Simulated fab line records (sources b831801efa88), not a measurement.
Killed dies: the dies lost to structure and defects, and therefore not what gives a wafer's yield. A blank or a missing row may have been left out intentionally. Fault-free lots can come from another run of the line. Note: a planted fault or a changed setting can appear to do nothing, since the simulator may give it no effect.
The same fault as seen by 2 desks	flow gf180mcu	each desk holds nothing but its own numbers, with what lay behind them at the end

## FOR THE TOOL OWNER'S DESK: rie-diel-04
The tool's own readings at GF_HV_LDD_ETCHBACK_58 (etches Si3N4 in CH3F/O2, stops on SiO2, time 100 s, target depth 90 nm): means of the sampled wafers that have a number, for each lot that ran on this tool. Marked OUT: a lot whose mean sits more than 4 standard deviations from the usual mean, which makes it out of limits; the brackets give that distance.
Columns: A = O2_flow_sccm at GF_HV_LDD_ETCHBACK_58, usual 30.02 sccm; B = drypump-motor-current-A at GF_HV_LDD_ETCHBACK_58, usual 6.0 A; C = oes-product-au at GF_HV_LDD_ETCHBACK_58, usual 0.843 a.u.; D = run-length-s at GF_HV_LDD_ETCHBACK_58, usual 128.2 s; E = throttle-valve-pct at GF_HV_LDD_ETCHBACK_58, usual 10.561 %
lot	first seen here	A	B	C	D	E
L695	day 13 12:22	30.07	5.9	0.841	128.1	10.558
L697	day 14 04:29	30.11	5.7	0.853	126.3 (-4.4) OUT	10.569
L700	day 15 05:12	30.04	5.4	0.853	126.4 (-4.2) OUT	10.562
L708	day 17 21:08	30.03	5.5	0.840	128.3	10.564
L710	day 18 14:12	29.97	6.0	0.847	128.3	10.560
L712	day 19 04:44	30.10	5.6	0.845	128.2	10.565
L713	day 19 12:38	30.06	5.7	0.842	127.7	10.568
L714	day 19 21:03	30.01	6.0	0.844	128.2	10.560
This desk's verdict: out of limits on L697, L700, starting with L697 at day 14 04:29 (run-length-s at GF_HV_LDD_ETCHBACK_58). L695, L708, L710, L712, L713, L714 stayed within limits.

## AT THE METROLOGY DESK
What the gauges read, lot by lot, whatever tool the lot ran on: means of the sampled wafers that have a number. Marked OUT: a lot whose mean sits more than 4 standard deviations from the usual mean, which makes it out of limits; the brackets give that distance.
Columns: A = SALICIDE_TIN_RS at GF_SALICIDE_RS_MEAS_04, usual 16.3 ohm/sq; B = CONTACT_BOW at GF_CONTACT_BOW_MEAS_05, usual 67 um
lot	first seen here	A	B
L694	day 15 18:44	16.2	61
L695	day 16 06:00	15.9	62
L696	day 16 13:08	16.5	66
L697	day 16 22:40	16.6	66
L700	day 18 02:23	16.3	68
L704	day 19 16:02	16.1	70
L708	day 20 22:25	16.4	69
L709	day 21 06:52	16.8	63
L710	day 21 16:10	16.3	66
L711	day 21 21:28	16.5	64
L712	day 22 05:44	16.4	74
L713	day 22 14:01	15.7	73
L714	day 22 21:26	16.5	73
L715	day 23 08:11	16.4	66
Finding of this desk: none of the 14 lots has anything out of limits.

## BROUGHT TOGETHER
The tool owner's desk had the chance to raise an alarm at day 14 04:29 on L697, L700.
Nothing out of limits was seen by the metrology desk.
The metrology desk has L697, L700 on record, within its limits.
The lots listed all ran GF_HV_LDD_ETCHBACK_58 on rie-diel-04.

## WHAT WAS PUT IN BY THE SIMULATOR
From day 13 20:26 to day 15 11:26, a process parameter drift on rie-diel-04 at GF_HV_LDD_ETCHBACK_58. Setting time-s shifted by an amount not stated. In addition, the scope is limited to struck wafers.
Lots struck among those shown: L697, L700.
Time in hours from fault onset to the first out-of-limits reading at each desk: the tool owner's desk, 8.
